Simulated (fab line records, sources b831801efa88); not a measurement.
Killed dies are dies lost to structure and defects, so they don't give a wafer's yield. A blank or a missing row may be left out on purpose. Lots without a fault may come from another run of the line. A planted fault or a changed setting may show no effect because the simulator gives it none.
Problem report in the 8D (eight disciplines) form, filled by code | flow gf180mcu | the parts of the form that need people (team, actions taken, sign-off) are left out

1. THE PROBLEM
heater_power_total_W at GF_M1_SOFTBAKE_10 reads a mean of 93.79 W on 6 wafers of 2 lots; wafers without a fault read 93.05 W with a standard deviation of 0.063. That is +12 standard deviations from the usual mean.
The step: time 60 s.
First seen on wafer L513.1, day 19 21:29, on litho_track-04. The record holds 39 wafers of 13 lots with a number at this step. Rule for "out", or "out of limits": more than 4 standard deviations from the usual mean. The other wafers with a number count as sound.

2. WHAT IT IS AND WHAT IT IS NOT
question                    | is                     | is not
which readings at this step | heater_power_total_W   | resist_line_temp_C
which lots                  | L513, L516             | L506, L507, L508, L517, L519, L520, L523, L524, L525, L526, L527
which wafers of those lots  | all that have a number | -
read on which tools         | litho_track-04         | litho_track-02, litho_track-03
when                        | from day 19 21:29      | up to then (9 sound wafers); but 24 sound wafers of L517, L519, L520, L523, L524, L525, L526, L527 came after

3. SUSPECTS, AND WHAT RULES EACH OUT
Counting: a tool at a process step up to the reading stays a suspect if it ran every lot that is out and no sound lot after the first of them.
- pecvd-01 at GF_CONTACT_CVD_02 (deposits SiO2 from TEOS, target thk 860 nm, time 95.992 s): ruled out as a lasting fault. Sound lots L525 ran on it after its first lot that is out, L513 (day 18 07:26).
- litho_track-04 at GF_M1_SOFTBAKE_10 (time 60 s): ruled out as a lasting fault. Sound lots L523, L527 ran on it after its first lot that is out, L513 (day 19 21:29).
Left after counting: nothing in the record.

4. THE CAUSE (what the simulator had put in)
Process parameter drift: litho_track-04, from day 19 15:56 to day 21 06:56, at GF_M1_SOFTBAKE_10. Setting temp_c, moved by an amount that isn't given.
Counting ruled it out, wrongly.

5. THE CHAIN OF EFFECTS, in route order
Each row: a reading whose mean over the struck wafers that have a number lies more than 3 standard deviations from the usual. Only readings for which the record gives a usual standard deviation are gone through. hours: the time from each lot's start at the first step in this table that gives one to its start at this step, as a median over the lots. sigmas: the change in usual standard deviations.
hours | step              | reading              | usual    | on struck wafers | change | sigmas
0     | GF_M1_SOFTBAKE_10 | heater_power_total_W | 93.05 W  | 93.79            | +0.74  | +12
0     | GF_M1_SOFTBAKE_10 | plate_temp_C         | 129.99 C | 130.72           | +0.73  | +5.7
The process steps in it:
- GF_M1_SOFTBAKE_10: time 60 s.

6. WHAT WOULD HAVE CAUGHT IT SOONER
In this record the first reading out of limits was taken at day 19 21:29, 6 hours after the fault began at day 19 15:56.
